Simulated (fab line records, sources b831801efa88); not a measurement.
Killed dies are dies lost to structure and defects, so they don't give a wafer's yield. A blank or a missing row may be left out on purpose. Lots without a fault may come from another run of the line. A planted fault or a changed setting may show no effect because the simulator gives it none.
One fault seen from 2 desks | flow gf180mcu | each desk has only its own numbers; what lay behind them comes last

THE TOOL OWNER'S DESK: cmp-02
The tool's own readings at GF_V5_CMP_26 (polishes, stops on SiO2, t overpolish 15 s, target thk 0 nm): means of the sampled wafers that have a number, for each lot that ran on this tool. A lot is out of limits, marked OUT, if its mean lies more than 4 standard deviations from the usual mean; the brackets give that distance.
Columns: A = motor_current_A at GF_V5_CMP_26, usual 12.0 A; B = overpolish_run_s at GF_V5_CMP_26, usual 14.999 s; C = time_to_endpoint_s at GF_V5_CMP_26, usual 85.2 s
lot  | first seen here | A    | B      | C
L989 | day 27 20:14    | 11.4 | 14.997 | 86.8
L990 | day 28 02:11    | 13.1 | 15.003 | 86.8
L994 | day 29 09:39    | 13.2 | 15.007 | 74.1 (-4.3) OUT
L993 | day 29 13:35    | 12.1 | 15.004 | 67.5 (-6.8) OUT
L996 | day 30 00:22    | 11.4 | 14.991 | 62.8 (-8.6) OUT
L104 | day 32 07:32    | 12.9 | 15.001 | 89.3
L105 | day 32 12:28    | 11.6 | 14.990 | 87.8
L107 | day 32 20:39    | 12.0 | 14.995 | 84.5
L108 | day 33 03:34    | 12.4 | 14.999 | 83.3
L109 | day 33 07:55    | 12.9 | 14.995 | 85.5
L110 | day 33 18:49    | 13.3 | 14.996 | 84.5
L111 | day 33 21:59    | 12.5 | 14.996 | 84.3
This desk's finding: out of limits on L993, L994, L996; first on L994, day 29 09:39 (time_to_endpoint_s at GF_V5_CMP_26). In limits: L989, L990, L104, L105, L107, L108, L109, L110, L111.

THE METROLOGY DESK
What the gauges read, lot by lot, whatever tool the lot ran on: means of the sampled wafers that have a number. A lot is out of limits, marked OUT, if its mean lies more than 4 standard deviations from the usual mean; the brackets give that distance.
Columns: A = V5_W_THK at GF_V5_THK_MEAS_25, usual 356 nm
lot  | first seen here | A
L989 | day 27 20:11    | 358
L990 | day 28 02:07    | 356
L992 | day 28 22:09    | 356
L994 | day 29 09:29    | 359
L993 | day 29 13:25    | 354
L996 | day 30 00:16    | 352
L104 | day 32 07:22    | 356
L105 | day 32 12:14    | 352
L106 | day 32 16:37    | 356
L107 | day 32 20:28    | 358
L108 | day 33 03:28    | 360
L109 | day 33 07:49    | 361
L110 | day 33 18:43    | 361
L111 | day 33 21:43    | 362
This desk's finding: nothing out of limits on any of the 14 lots.

PUT TOGETHER
The tool owner's desk could have raised an alarm at day 29 09:39, on L993, L994, L996.
The metrology desk saw nothing out of limits.
The metrology desk has L993, L994, L996 on record, within its limits.
Of the lots named, all ran GF_V5_CMP_26 on cmp-02.

WHAT THE SIMULATOR HAD PUT IN
Process parameter drift: cmp-02, from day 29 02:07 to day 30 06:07, at GF_V5_CMP_26. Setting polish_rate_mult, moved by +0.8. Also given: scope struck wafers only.
Lots struck among those shown: L993, L994, L996.
Hours from the fault's start to each desk's first reading out of limits: the tool owner's desk, 8.
